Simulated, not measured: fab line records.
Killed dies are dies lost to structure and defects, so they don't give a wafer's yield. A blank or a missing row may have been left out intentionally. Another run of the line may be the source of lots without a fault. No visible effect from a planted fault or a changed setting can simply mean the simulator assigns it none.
Matching of chambers + flow sky130 + rie_diel-04 running SKY_FIELD_ISO_ETCH_14: 4 sister chambers
The step etches BARC in N2/H2, stops on SiO2, time 45.9 s, target depth 60 nm. 14 wafers are shown with their chamber, then 7 later ones without.

EACH WAFER AND ITS CHAMBER
| wafer  | chamber | drypump_motor_current_A (A) | throttle_valve_pct (%) | oes_product_au (a.u.) |
|--------|---------|-----------------------------|------------------------|-----------------------|
| L854.3 | 3       | 5.5                         | 13.226                 | 0.860                 |
| L854.5 | 1       | 5.0                         | 13.211                 | 0.854                 |
| L854.6 | 3       | 5.4                         | 13.225                 | 0.854                 |
| L855.1 | 3       | 5.5                         | 13.233                 | 0.847                 |
| L855.4 | 2       | 5.7                         | 13.205                 | 0.856                 |
| L855.6 | 0       | 5.5                         | 13.233                 | 0.850                 |
| L859.1 | 2       | 5.7                         | 13.217                 | 0.850                 |
| L859.2 | 0       | 5.5                         | 13.237                 | 0.855                 |
| L859.5 | 2       | 5.7                         | 13.221                 | 0.853                 |
| L861.4 | 2       | 5.7                         | 13.234                 | 0.856                 |
| L861.5 | 3       | 5.4                         | 13.210                 | 0.863                 |
| L861.6 | 0       | 5.5                         | 13.221                 | 0.855                 |
| L863.2 | 0       | 5.6                         | 13.220                 | 0.846                 |
| L863.3 | 1       | 5.0                         | 13.217                 | 0.859                 |

SIGNATURES (means of the wafers above)
| reading                 | chamber 0 | chamber 1 | chamber 2 | chamber 3 | scatter within a chamber |
|-------------------------|-----------|-----------|-----------|-----------|--------------------------|
| drypump_motor_current_A | 5.525     | 5.000     | 5.700     | 5.450     | 0.0418                   |
| throttle_valve_pct      | 13.22775  | 13.21400  | 13.21925  | 13.22350  | 0.00973                  |
| oes_product_au          | 0.85150   | 0.85650   | 0.85375   | 0.85600   | 0.00494                  |
Rule: for a wafer and a chamber, the distance is found by dividing, reading by reading, the gap between the wafer's reading and the chamber's mean by the reading's scatter, squaring, summing and taking the root. The wafer belongs to the nearest chamber; if the next one is less than 2 further off, it can't be placed. The scatter is the square root of a quotient: the sum, over the shown wafers, of each reading's squared deviation from its chamber's mean, divided by wafers minus chambers.

WAFERS WHOSE CHAMBER IS MISSING
| wafer  | drypump_motor_current_A (A) | throttle_valve_pct (%) | oes_product_au (a.u.) |
|--------|-----------------------------|------------------------|-----------------------|
| L863.6 | 5.7                         | 13.226                 | 0.863                 |
| L866.3 | 5.0                         | 13.224                 | 0.860                 |
| L866.4 | 5.5                         | 13.216                 | 0.860                 |
| L866.6 | 5.0                         | 13.228                 | 0.847                 |
| L872.2 | 5.5                         | 13.219                 | 0.863                 |
| L872.3 | 5.5                         | 13.237                 | 0.852                 |
| L872.4 | 5.7                         | 13.224                 | 0.854                 |

CHAMBER TAKEN BY EACH
| wafer  | from the rows above     | in truth |
|--------|-------------------------|----------|
| L863.6 | 2                       | 2        |
| L866.3 | 1                       | 1        |
| L866.4 | can't be placed: 3 or 0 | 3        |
| L866.6 | 1                       | 1        |
| L872.2 | can't be placed: 3 or 0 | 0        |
| L872.3 | can't be placed: 0 or 3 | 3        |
| L872.4 | 2                       | 2        |
4 of 7 placed correctly. Not placeable from these rows: 3 (in 3, the candidates include the true chamber). 0 placed wrongly.
